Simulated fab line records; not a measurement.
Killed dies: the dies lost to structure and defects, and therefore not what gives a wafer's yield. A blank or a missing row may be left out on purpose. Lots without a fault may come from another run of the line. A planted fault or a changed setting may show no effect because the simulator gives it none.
Comparing a struck lot with a sound one / flow sfq_line / 42 out of 325 route steps
Sound: wafers L464.1, L464.3, L464.5. Wafers L483.1, L483.4, L483.6 were the ones struck. The cause is given at the end.
Each step with rows lists, per side, the tool, then ch with its chambers, then its first start. Under that, the readings that differ: sound wafers / struck wafers / difference of the means / sigmas: that difference in standard deviations of wafers without a fault.
alike: a reading whose means differ by less than 2 such deviations, as well as words and numbers matching on both sides. not compared: withheld readings; readings where some wafer has no value; bounds like >300 that might hide an equal value; numbers whose values overlap and for which the record gives no deviation.
The two part at a step that has a row with sigmas, a row that says differs or no value, or rows on one side only. When numbers do not overlap yet have no deviation, they are printed without sigmas and do not part them. Lack of a reading on every wafer of one side parts them only where that side has two or more wafers.

SFQ_L0_RS_MEAS_901: the measuring method here is four-point-probe.
  struck on film_metro-02, day 5 16:34; sound on film_metro-04, day 1 17:34
  alike: L0_MONX_KI_RS
SFQ_L0_THK_MEAS_902: measures by xrf.
  struck on film_metro-02, day 5 16:41; sound on film_metro-04, day 1 17:41
  alike: L0_MONX_KI_THK
then, 10 steps without rows for these wafers: SFQ_TRILAYER_L0_LITHO_COAT_010 (resist thk 62 nm); SFQ_TRILAYER_L0_LITHO_COAT_005 (resist thk 600 nm); SFQ_TRILAYER_L0_LITHO_SOFTBAKE_009; SFQ_TRILAYER_L0_LITHO_EXPOSE_006 (exposes mask L0, target cd 2000 nm); SFQ_TRILAYER_L0_LITHO_PEB_008 (peb time 60 s); SFQ_TRILAYER_L0_LITHO_DEVELOP_007 (time 60 s); SFQ_TRILAYER_L0_BARC_OPEN_METAL_ETCH_010 (etches BARC in O2, target depth 125 nm, time 41.7 s); SFQ_TRILAYER_L0_ETCH_METAL_ETCH_008 (etches MoNx KI in SF6/O2, stops on SiO2, target depth 50 nm, time 25 s); SFQ_TRILAYER_L0_STRIP_STRIP_009 (strips in O2); SFQ_TRILAYER_L0_STRIP_SOLV_CLEAN_010 (cleans in NMP, time 600 s).
-- the record jumps here: 2 days lie between the struck wafers' starts before and after --
SFQ_TRILAYER_L0_CAP_PECVD_011: deposits SiO2 from SiH4/N2O, time 13.333 s, target thk 60 nm.
  sound on pecvd-03 ch 0,1,2, day 3 13:19; struck on pecvd-03 ch 0,2, day 8 00:11
reading=model.SiO2_of_TRILAYER_L0_CAP_PECVD_011.thk_nm (nm); sound=58.67 59.8 60.35; struck=93.98 96.34 95.62; difference=+35.71; sigmas=
  alike: heater_power_w, throttle_valve_pct
then, 6 steps without rows for these wafers: SFQ_TRILAYER_L0_VIA_LITHO_COAT_018 (resist thk 62 nm); SFQ_TRILAYER_L0_VIA_LITHO_COAT_013 (resist thk 650 nm); SFQ_TRILAYER_L0_VIA_LITHO_SOFTBAKE_017; SFQ_TRILAYER_L0_VIA_LITHO_EXPOSE_014 (exposes mask L0V, target cd 700 nm); SFQ_TRILAYER_L0_VIA_LITHO_PEB_016 (peb time 60 s); SFQ_TRILAYER_L0_VIA_LITHO_DEVELOP_015 (time 60 s).
-- the record jumps here: 2 days lie between the struck wafers' starts before and after --
SFQ_L0V_OVL_MEAS_903:
  struck on overlay-01, day 10 09:23; sound on overlay-02, day 5 16:02
  alike: L0V_OVL
then, 1 step without rows for these wafers: SFQ_TRILAYER_L0_VIA_BARC_OPEN_VIA_ETCH_021 (etches BARC in O2, target depth 125 nm, time 41.7 s).
SFQ_TRILAYER_L0_VIA_ETCH_VIA_ETCH_016: etches SiO2 in CHF3, stops on MoNx KI, target depth 80 nm.
  sound on rie_diel-04 ch 0,1, day 5 16:07; struck on rie_diel-03 ch 0,3, day 10 09:27
reading=oes_product_au (a.u.); sound=0.825 0.845 0.847; struck=0.978 1.009 1.007; difference=+0.159; sigmas=+19
reading=model.L0V.feature_depth_nm (nm); sound=58.67 59.8 60.35; struck=77.97 81.33 81.31; difference=+20.60; sigmas=
reading=model.etch.depth_nm (nm); sound=58.67 59.8 60.35; struck=77.97 81.33 81.31; difference=+20.60; sigmas=
  alike: drypump_motor_current_A
then, 2 steps without rows for these wafers: SFQ_TRILAYER_L0_VIA_STRIP_STRIP_017 (strips in O2); SFQ_TRILAYER_L0_VIA_STRIP_SOLV_CLEAN_018 (cleans in NMP, time 600 s).
SFQ_TRILAYER_M0_DEP_PRE_CLEAN_020: time 15 s.
  struck on pvd_sputter-06, day 10 10:27; sound on pvd_sputter-03, day 5 17:07
reading=model.SiO2_of_TRILAYER_L0_CAP_PECVD_011.thk_nm (nm); sound=53.67 54.8 55.35; struck=88.98 91.34 90.63; difference=+35.71; sigmas=
  alike: bias_v
SFQ_TRILAYER_M0_DEP_SPUTTER_019: material Nb, target thk 200 nm, time 133.3 s.
  struck on pvd_sputter-06, day 10 10:28; sound on pvd_sputter-03, day 5 17:08
  alike: throttle_valve_pct
SFQ_M0_RS_MEAS_904: the measuring method here is four-point-probe.
  struck on film_metro-01, day 10 10:34; sound on film_metro-01, day 5 17:14
  alike: M0_NB_RS
then, 6 steps without rows for these wafers: SFQ_TRILAYER_M0_LITHO_COAT_026 (resist thk 62 nm); SFQ_TRILAYER_M0_LITHO_COAT_021 (resist thk 600 nm); SFQ_TRILAYER_M0_LITHO_SOFTBAKE_025; SFQ_TRILAYER_M0_LITHO_EXPOSE_022 (exposes mask M0, target cd 500 nm); SFQ_TRILAYER_M0_LITHO_PEB_024 (peb time 60 s); SFQ_TRILAYER_M0_LITHO_DEVELOP_023 (time 60 s).
-- the record jumps here: 3 days lie between the struck wafers' starts before and after --
SFQ_M0_OVL_MEAS_906:
  struck on overlay-01, day 13 04:49; sound on overlay-02, day 7 22:12
  alike: M0_OVL
SFQ_TRILAYER_M0_BARC_OPEN_METAL_ETCH_031: etches BARC in O2, target depth 125 nm, time 41.7 s.
  sound on rie_metal-01 ch 0,1, day 7 22:14; struck on rie_metal-04 ch 0,1, day 13 04:50
  alike: drypump_motor_current_A, oes_product_au
  not compared: rf_hours_counter_h
SFQ_TRILAYER_M0_ETCH_METAL_ETCH_024: etches Nb in Cl2/Ar, stops on SiO2, target depth 240 nm, time 120 s.
  sound on rie_metal-01 ch 0,1, day 7 22:18; struck on rie_metal-04 ch 0,1, day 13 04:54
  alike: drypump_motor_current_A, oes_product_au
  not compared: rf_hours_counter_h
SFQ_TRILAYER_M0_STRIP_STRIP_025: strips in O2.
  sound on rie_metal-01 ch 0,1, day 7 22:25; struck on rie_metal-04 ch 0,1, day 13 05:02
  alike: drypump_motor_current_A, oes_product_au
  not compared: rf_hours_counter_h
then, 1 step without rows for these wafers: SFQ_TRILAYER_M0_STRIP_SOLV_CLEAN_026 (cleans in NMP, time 600 s).
SFQ_TRILAYER_I0_DEP_PECVD_027: deposits SiO2 from SiH4/N2O, time 111.11 s, target thk 500 nm.
  sound on pecvd-01 ch 0,1,2, day 7 23:12; struck on pecvd-01 ch 0,1, day 13 05:48
  alike: heater_power_w, throttle_valve_pct
then, 1 step without rows for these wafers: SFQ_TRILAYER_I0_CMP_CMP_028 (polishes SiO2).
SFQ_I0_BOW_MEAS_907:
  struck on film_metro-02, day 13 16:04; sound on film_metro-01, day 8 06:23
  alike: I0_BOW
-- the record jumps here: 64 days lie between the struck wafers' starts before and after (it left off in module I0 and takes up again in module M8, whose first step shown is number 325 of the route) --
SFQ_M8_BOW_MEAS_951:
  struck on film_metro-04, day 77 10:29; sound on film_metro-04, day 70 12:23
reading=model.etest.l0v.link_ohm; sound=44.82 45.65 45.39; struck=1e+06 1e+06 1e+06; difference=+1e+06; sigmas=
  alike: M8_BOW

WHERE THEY PART
SFQ_TRILAYER_L0_VIA_ETCH_VIA_ETCH_016 only, going by this record. Later steps at which nothing parts them and some readings are alike: SFQ_TRILAYER_M0_DEP_PRE_CLEAN_020, SFQ_TRILAYER_M0_DEP_SPUTTER_019, SFQ_M0_RS_MEAS_904, SFQ_M0_OVL_MEAS_906, SFQ_TRILAYER_M0_BARC_OPEN_METAL_ETCH_031, SFQ_TRILAYER_M0_ETCH_METAL_ETCH_024, SFQ_TRILAYER_M0_STRIP_STRIP_025, SFQ_TRILAYER_I0_DEP_PECVD_027, SFQ_I0_BOW_MEAS_907, SFQ_M8_BOW_MEAS_951.

WHY: the cause the simulator had injected
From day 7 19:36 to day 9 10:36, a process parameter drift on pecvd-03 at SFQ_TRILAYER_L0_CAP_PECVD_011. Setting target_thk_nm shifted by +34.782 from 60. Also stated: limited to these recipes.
